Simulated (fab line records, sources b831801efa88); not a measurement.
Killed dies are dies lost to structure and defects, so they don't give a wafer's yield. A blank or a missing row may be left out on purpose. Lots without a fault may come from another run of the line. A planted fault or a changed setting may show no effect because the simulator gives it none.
Problem report in the 8D (eight disciplines) form, filled by code | flow gf180mcu | the parts of the form that need people (team, actions taken, sign-off) are left out

1. THE PROBLEM
exposure_dose_mJ_cm2 at GF_HV_LDD_EXPOSE_28 reads a mean of 138.35 on 6 wafers of 2 lots; wafers without a fault read 140.00 with a standard deviation of 0.12. That is -14 standard deviations from the usual mean.
The step: exposes mask Nplus HV AREA, target cd 400 nm.
First seen on wafer L479.3, day 14 13:50, on iline_stepper-02. The record holds 36 wafers of 12 lots with a number at this step. Rule for "out", or "out of limits": more than 4 standard deviations from the usual mean. The other wafers with a number count as sound.

2. WHAT IT IS AND WHAT IT IS NOT
question                    | is                     | is not
which readings at this step | exposure_dose_mJ_cm2   | -
which lots                  | L479, L482             | L468, L469, L470, L471, L472, L473, L477, L484, L486, L488
which wafers of those lots  | all that have a number | -
read on which tools         | iline_stepper-02       | iline_stepper-01
when                        | from day 14 13:50      | up to then (21 sound wafers); but 9 sound wafers of L484, L486, L488 came after

3. SUSPECTS, AND WHAT RULES EACH OUT
Counting: a tool at a process step up to the reading stays a suspect if it ran every lot that is out and no sound lot after the first of them.
- plasma_asher-02 at GF_VT_IMPLANT_STRIP_20 (strips in O2/N2): ruled out as a lasting fault. Sound lots L484, L486 ran on it after its first lot that is out, L479 (day 9 01:28).
- iline_stepper-02 at GF_HV_LDD_EXPOSE_28 (exposes mask Nplus HV AREA, target cd 400 nm): kept. It ran every lot that is out, first L479 (day 14 13:50), and no sound lot after that; its last sound lot up to then is L477 (day 13 22:09). Its own readings are out on those wafers: exposure_dose_mJ_cm2.
Left after counting: iline_stepper-02 at GF_HV_LDD_EXPOSE_28.

4. THE CAUSE (what the simulator had put in)
Process parameter drift: iline_stepper-02, from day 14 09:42 on, at GF_HV_LDD_EXPOSE_28. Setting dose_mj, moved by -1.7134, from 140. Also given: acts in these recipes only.
Counting left only this tool.

5. THE CHAIN OF EFFECTS, in route order
Each row: a reading whose mean over the struck wafers that have a number lies more than 3 standard deviations from the usual. Only readings for which the record gives a usual standard deviation are gone through. hours: the time from each lot's start at the first step in this table that gives one to its start at this step, as a median over the lots. sigmas: the change in usual standard deviations.
hours | step                | reading              | usual  | on struck wafers | change | sigmas
0     | GF_HV_LDD_EXPOSE_28 | exposure_dose_mJ_cm2 | 140.00 | 138.35           | -1.65  | -14
The process steps in it:
- GF_HV_LDD_EXPOSE_28: exposes mask Nplus HV AREA, target cd 400 nm.

6. WHAT WOULD HAVE CAUGHT IT SOONER
In this record the first reading out of limits was taken at day 14 13:50, 4 hours after the fault began at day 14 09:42.
